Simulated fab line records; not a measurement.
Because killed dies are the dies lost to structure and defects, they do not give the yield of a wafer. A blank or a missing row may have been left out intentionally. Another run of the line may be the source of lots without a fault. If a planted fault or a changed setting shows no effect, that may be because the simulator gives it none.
Which tool was responsible? | flow sky130 | Sampling: 13 lots, 39 wafers, 5 of 708 route steps

WHAT EACH GAUGE READ, for each wafer
SKY_CAPM_THK_MEAS_01. Usual: CAPM_CVD_00_THK typically reads 15.50 nm, with standard deviation 0.23.
lot  | measured     | on           | CAPM_CVD_00_THK (nm) | flag
L235 | day 36 04:39 | filmMetro-01 | 15.35 15.65 15.38    | 
L236 | day 36 14:15 | filmMetro-01 | 15.29 15.54 15.56    | 
L238 | day 37 21:20 | filmMetro-04 | 15.70 15.58 15.75    | 
L247 | day 40 06:28 | filmMetro-04 | 15.67 16.05 15.88    | 
L249 | day 40 19:46 | filmMetro-01 | 15.52 15.34 15.97    | 
L250 | day 40 22:05 | filmMetro-01 | 15.63 15.51 15.69    | 
L251 | day 41 03:12 | filmMetro-03 | 15.38 15.17 15.12    | 
L253 | day 42 03:04 | filmMetro-01 | 14.99 15.73 15.50    | 
L254 | day 42 08:25 | filmMetro-04 | 15.05 15.27 15.56    | 
L255 | day 42 13:56 | filmMetro-03 | 15.28 15.32 15.53    | 
L256 | day 42 15:16 | filmMetro-01 | 15.35 15.74 15.56    | 
L257 | day 42 19:55 | filmMetro-04 | 15.58 15.23 15.33    | 
L258 | day 43 07:30 | filmMetro-01 | 15.20 15.16 15.38    | 

SKY_METAL3_OVL_MEAS_14. Usual: METAL3_OVL typically reads -1 nm, with standard deviation 4.7.
lot  | measured     | on         | METAL3_OVL (nm) | flag
L235 | day 38 08:12 | overlay-02 | 14 7 3          | 
L236 | day 38 18:21 | overlay-02 | -8 -4 -3        | 
L238 | day 40 00:08 | overlay-02 | -2 2 7          | 
L247 | day 42 06:43 | overlay-02 | -4 -9 -4        | 
L249 | day 42 20:07 | overlay-01 | 0 7 2           | 
L250 | day 42 22:52 | overlay-02 | -4 -4 1         | 
L251 | day 43 02:18 | overlay-02 | -3 -6 1         | 
L253 | day 44 02:28 | overlay-01 | -7 -2 -2        | 
L254 | day 44 07:22 | overlay-01 | 9 -2 9          | 
L255 | day 44 12:46 | overlay-02 | -6 -2 -3        | 
L256 | day 44 13:47 | overlay-01 | -2 -6 -5        | 
L257 | day 44 17:27 | overlay-02 | 0 -1 2          | 
L258 | day 45 05:25 | overlay-02 | -10 -6 -9       | 

SKY_VIA3_THK_MEAS_01. Usual: VIA3_HDPCVD_THK typically reads 1632 nm, with standard deviation 15.
lot  | measured     | on           | VIA3_HDPCVD_THK (nm) | flag
L235 | day 38 09:22 | filmMetro-03 | 1613 1648 1624       | 
L236 | day 38 19:28 | filmMetro-04 | 1658 1630 1639       | 
L238 | day 40 01:16 | filmMetro-04 | 1642 1644 658        | OFF
L247 | day 42 07:53 | filmMetro-02 | 1621 1614 1621       | 
L249 | day 42 21:14 | filmMetro-03 | 1613 1622 1621       | 
L250 | day 43 00:02 | filmMetro-04 | 1605 1643 1643       | 
L251 | day 43 03:26 | filmMetro-03 | 1610 1623 1604       | 
L253 | day 44 03:38 | filmMetro-04 | 1609 1610 1628       | 
L254 | day 44 08:35 | filmMetro-04 | 1619 1642 1632       | 
L255 | day 44 14:19 | filmMetro-03 | 1631 1643 1659       | 
L256 | day 44 15:31 | filmMetro-02 | 1640 1648 1620       | 
L257 | day 44 19:03 | filmMetro-04 | 1646 1631 1658       | 
L258 | day 45 06:35 | filmMetro-04 | 1653 1646 1644       | 

SKY_VIA3_CD_MEAS_12: target cd 200 nm. Usual: 200.2 nm for cdNm, sd 1.5.
lot  | measured     | on       | cdNm (nm)         | flag
L235 | day 39 10:34 | cdSem-02 | 200.1 198.7 199.7 | 
L236 | day 39 20:36 | cdSem-01 | 198.7 199.2 199.8 | 
L238 | day 41 02:14 | cdSem-01 | 199.5 200.7 200.6 | 
L247 | day 43 07:33 | cdSem-02 | 200.7 199.8 200.3 | 
L249 | day 43 20:11 | cdSem-02 | 200.3 199.8 198.7 | 
L250 | day 43 22:49 | cdSem-02 | 201.2 200.5 201.5 | 
L251 | day 44 03:37 | cdSem-01 | 203.8 201.9 204.5 | 
L253 | day 45 02:20 | cdSem-02 | 198.6 199.9 199.5 | 
L254 | day 45 06:50 | cdSem-02 | 198.6 199.6 198.3 | 
L255 | day 45 13:08 | cdSem-02 | 200.7 200.3 200.1 | 
L256 | day 45 13:31 | cdSem-02 | 199.6 199.9 200.5 | 
L257 | day 45 16:36 | cdSem-02 | 200.7 200.6 202.6 | 
L258 | day 46 03:43 | cdSem-02 | 199.8 198.7 199.1 | 

WHICH TOOL RAN EACH LOT (tool, then ch and the chambers of the sampled wafers, then the start)
lot  | SKY_VIA3_HDPCVD_00
L235 | hdpcvd-01 ch 0,1,2, day 38 09:12
L236 | hdpcvd-01 ch 0,1, day 38 19:18
L238 | hdpcvd-01 ch 1,2, day 40 01:05
L247 | hdpcvd-02 ch 1,2, day 42 07:43
L249 | hdpcvd-01 ch 0,2, day 42 21:04
L250 | hdpcvd-01 ch 0,2, day 42 23:49
L251 | hdpcvd-02 ch 0,1,2, day 43 03:16
L253 | hdpcvd-02 ch 1,2, day 44 03:26
L254 | hdpcvd-01 ch 0,1,2, day 44 08:24
L255 | hdpcvd-01 ch 0,2, day 44 14:08
L256 | hdpcvd-01 ch 0,1,2, day 44 15:25
L257 | hdpcvd-01 ch 0,1,2, day 44 18:53
L258 | hdpcvd-01 ch 1,2, day 45 06:25
- SKY_VIA3_HDPCVD_00: deposits SiO2, target thk 1635 nm, time 272.5 s.

WHAT THE TOOLS THEMSELVES READ (means of the sampled wafers that have a number; where no wafer has one, the mark that the record gives instead)
SKY_VIA3_HDPCVD_00. Usual: 300.3 s for runLengthS, sd 0.53.
lot  | tool      | runLengthS (s) | flag
L235 | hdpcvd-01 | 300.3          | 
L236 | hdpcvd-01 | 300.3          | 
L238 | hdpcvd-01 | 245.4          | OFF
L247 | hdpcvd-02 | 300.4          | 
L249 | hdpcvd-01 | 300.4          | 
L250 | hdpcvd-01 | 300.2          | 
L251 | hdpcvd-02 | 300.5          | 
L253 | hdpcvd-02 | 300.3          | 
L254 | hdpcvd-01 | 300.2          | 
L255 | hdpcvd-01 | 300.2          | 
L256 | hdpcvd-01 | 300.3          | 
L257 | hdpcvd-01 | 300.1          | 
L258 | hdpcvd-01 | 300.5          | 

THE ANSWER, worked out from the rows above alone
Rule: lot off if the mean of its wafers having a number is beyond 3 standard deviations from the usual mean. Also off: a lot with no number at a reading for which 4 or more lots have one. The other lots that the step has rows for count as sound. The gauges are gone through in route order, then the tools' own readings, and for those a lot's mean is taken as printed above. At the first step where some lot is off, the reading lying furthest off is the one used; lots without a number count as furthest.
Off: L238, at SKY_VIA3_THK_MEAS_01 (VIA3_HDPCVD_THK).
A tool fits if, at a process step before that reading, it ran every lot that is off, and no sound lot after the first of them. The gauges at SKY_VIA3_THK_MEAS_01 aren't tried: what is off there is off at SKY_VIA3_HDPCVD_00 too, on other tools, and a gauge's error can't cause that. No candidate that was tried fits.

WHAT THE SIMULATOR HAD PUT IN
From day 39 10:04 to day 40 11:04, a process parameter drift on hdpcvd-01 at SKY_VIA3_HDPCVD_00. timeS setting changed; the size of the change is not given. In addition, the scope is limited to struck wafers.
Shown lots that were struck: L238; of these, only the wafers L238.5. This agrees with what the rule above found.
